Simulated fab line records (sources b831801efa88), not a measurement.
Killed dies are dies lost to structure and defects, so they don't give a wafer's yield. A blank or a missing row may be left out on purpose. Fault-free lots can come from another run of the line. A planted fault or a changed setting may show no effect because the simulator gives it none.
The tool behind it: which one? | flow sky130 | 12 lots, 36 wafers sampled, at 5 steps of a route of 708

== WHAT THE GAUGES READ, wafer by wafer ==
SKY_VIA1_RS_MEAS_22: measurement is done with a four-point probe. Usual: VIA1_W_RS typically reads 0.427 ohm/sq, with standard deviation 0.0041.
lot  | measured     | on            | VIA1_W_RS (ohm/sq) | flag
L637 | day 35 06:39 | film-metro-02 | 0.424 0.427 0.427  |
L640 | day 35 12:30 | film-metro-02 | 0.431 0.429 0.432  |
L639 | day 35 13:09 | film-metro-04 | 0.427 0.427 0.426  |
L641 | day 35 19:46 | film-metro-03 | 0.427 0.426 0.425  |
L642 | day 35 20:24 | film-metro-02 | 0.431 0.433 0.433  |
L643 | day 36 13:26 | film-metro-04 | 0.425 0.429 0.426  |
L645 | day 37 02:02 | film-metro-04 | 0.428 0.434 0.429  |
L644 | day 37 03:38 | film-metro-03 | 0.426 0.422 0.424  |
L651 | day 39 07:31 | film-metro-03 | 0.416 0.423 0.421  |
L652 | day 39 09:40 | film-metro-03 | 0.423 0.423 0.426  |
L654 | day 39 22:20 | film-metro-02 | 0.425 0.427 0.429  |
L655 | day 40 08:40 | film-metro-02 | 0.430 0.428 0.426  |

SKY_VIA2_THK_MEAS_01. Usual: VIA2_HDPCVD_THK typically reads 1179 nm, with standard deviation 13.
lot  | measured     | on            | VIA2_HDPCVD_THK (nm) | flag
L637 | day 36 10:56 | film-metro-04 | 1200 1187 1191       |
L640 | day 36 15:55 | film-metro-01 | 1150 1170 1158       |
L639 | day 36 17:08 | film-metro-01 | 1186 1195 1188       |
L641 | day 36 23:34 | film-metro-01 | 1203 1195 1199       |
L642 | day 37 00:17 | film-metro-04 | 1162 1172 1171       |
L643 | day 37 17:20 | film-metro-04 | 2402 2361 2380       | OFF
L645 | day 38 06:28 | film-metro-03 | 2338 2350 2346       | OFF
L644 | day 38 07:22 | film-metro-04 | 1147 1201 1174       |
L651 | day 40 09:46 | film-metro-03 | 1191 1181 1181       |
L652 | day 40 12:54 | film-metro-01 | 2334 2348 2340       | OFF
L654 | day 41 00:53 | film-metro-03 | 1195 1186 1178       |
L655 | day 41 10:48 | film-metro-03 | 1183 1177 1167       |

== EACH LOT AND THE TOOL THAT RAN IT (in order: tool; ch and the chambers of the sampled wafers; start) ==
lot  | SKY_METAL2_SPUTTER_00        | SKY_METAL2_SPUTTER_01        | SKY_VIA2_HDPCVD_00
L637 | pvd-sputter-03, day 35 07:07 | pvd-sputter-03, day 35 07:08 | hdpcvd-01 ch 0, day 36 10:44
L640 | pvd-sputter-02, day 35 12:58 | pvd-sputter-02, day 35 12:59 | hdpcvd-01 ch 1,2, day 36 15:47
L639 | pvd-sputter-04, day 35 13:37 | pvd-sputter-04, day 35 13:38 | hdpcvd-02 ch 0,1,2, day 36 17:00
L641 | pvd-sputter-03, day 35 20:15 | pvd-sputter-03, day 35 20:16 | hdpcvd-02 ch 0,1, day 36 23:26
L642 | pvd-sputter-04, day 35 20:53 | pvd-sputter-04, day 35 20:54 | hdpcvd-01 ch 0,1,2, day 37 00:09
L643 | pvd-sputter-02, day 36 13:52 | pvd-sputter-02, day 36 13:53 | hdpcvd-02 ch 0,1,2, day 37 16:54
L645 | pvd-sputter-04, day 37 02:30 | pvd-sputter-04, day 37 02:31 | hdpcvd-01 ch 0,1, day 38 06:02
L644 | pvd-sputter-04, day 37 04:03 | pvd-sputter-04, day 37 04:04 | hdpcvd-02 ch 0,1,2, day 38 07:16
L651 | pvd-sputter-04, day 39 07:59 | pvd-sputter-04, day 39 08:01 | hdpcvd-02 ch 0,1,2, day 40 09:38
L652 | pvd-sputter-03, day 39 10:14 | pvd-sputter-03, day 39 10:15 | hdpcvd-02 ch 1,2, day 40 12:28
L654 | pvd-sputter-04, day 39 22:47 | pvd-sputter-04, day 39 22:49 | hdpcvd-02 ch 0,2, day 41 00:45
L655 | pvd-sputter-02, day 40 09:29 | pvd-sputter-02, day 40 09:31 | hdpcvd-02 ch 1,2, day 41 10:39
- SKY_METAL2_SPUTTER_00: material Ti, target thk 15 nm, time 10 s.
- SKY_METAL2_SPUTTER_01: material TiN, target thk 20 nm, time 16.7 s.
- SKY_VIA2_HDPCVD_00: deposits SiO2, target thk 1180 nm, time 196.7 s.

== WHAT THE TOOLS THEMSELVES READ (means of the sampled wafers that have a number; where no wafer has one, the mark that the record gives instead) ==
SKY_METAL2_SPUTTER_00. Usual: 29.4 % for throttle-valve-pct, sd 0.88.
lot  | tool           | throttle-valve-pct (%) | flag
L637 | pvd-sputter-03 | 29.7                   |
L640 | pvd-sputter-02 | 27.9                   |
L639 | pvd-sputter-04 | 29.5                   |
L641 | pvd-sputter-03 | 29.5                   |
L642 | pvd-sputter-04 | 30.3                   |
L643 | pvd-sputter-02 | 28.9                   |
L645 | pvd-sputter-04 | 29.8                   |
L644 | pvd-sputter-04 | 29.0                   |
L651 | pvd-sputter-04 | 29.8                   |
L652 | pvd-sputter-03 | 29.6                   |
L654 | pvd-sputter-04 | 30.0                   |
L655 | pvd-sputter-02 | 29.5                   |

SKY_METAL2_SPUTTER_01. Usual: 29.4 % for throttle-valve-pct, sd 0.88.
lot  | tool           | throttle-valve-pct (%) | flag
L637 | pvd-sputter-03 | 29.7                   |
L640 | pvd-sputter-02 | 27.8                   |
L639 | pvd-sputter-04 | 29.5                   |
L641 | pvd-sputter-03 | 29.7                   |
L642 | pvd-sputter-04 | 30.4                   |
L643 | pvd-sputter-02 | 28.7                   |
L645 | pvd-sputter-04 | 29.9                   |
L644 | pvd-sputter-04 | 29.3                   |
L651 | pvd-sputter-04 | 29.9                   |
L652 | pvd-sputter-03 | 29.4                   |
L654 | pvd-sputter-04 | 30.0                   |
L655 | pvd-sputter-02 | 29.7                   |

== THE ANSWER, worked out from the rows above alone ==
Rule: a lot counts as off when the mean over its wafers that have a number is more than 3 standard deviations away from the usual mean. A lot without any number at a reading at which 4 lots or more have one is off too. Any other lot the step has rows for is counted as sound. The gauges are gone through in route order, then the tools' own readings, and for those a lot's mean is taken as printed above. At the first step where some lot is off, the reading lying furthest off is the one used; lots without a number count as furthest.
Off: L643, L645, L652, seen at SKY_VIA2_THK_MEAS_01 (VIA2_HDPCVD_THK).
If a tool, at a process step before that reading, ran all the lots that are off and no sound lot after the first of them, it fits. Gauges at SKY_VIA2_THK_MEAS_01: tried the same way as those tools. Of those tried, none fits.

== WHAT THE SIMULATOR HAD INSERTED ==
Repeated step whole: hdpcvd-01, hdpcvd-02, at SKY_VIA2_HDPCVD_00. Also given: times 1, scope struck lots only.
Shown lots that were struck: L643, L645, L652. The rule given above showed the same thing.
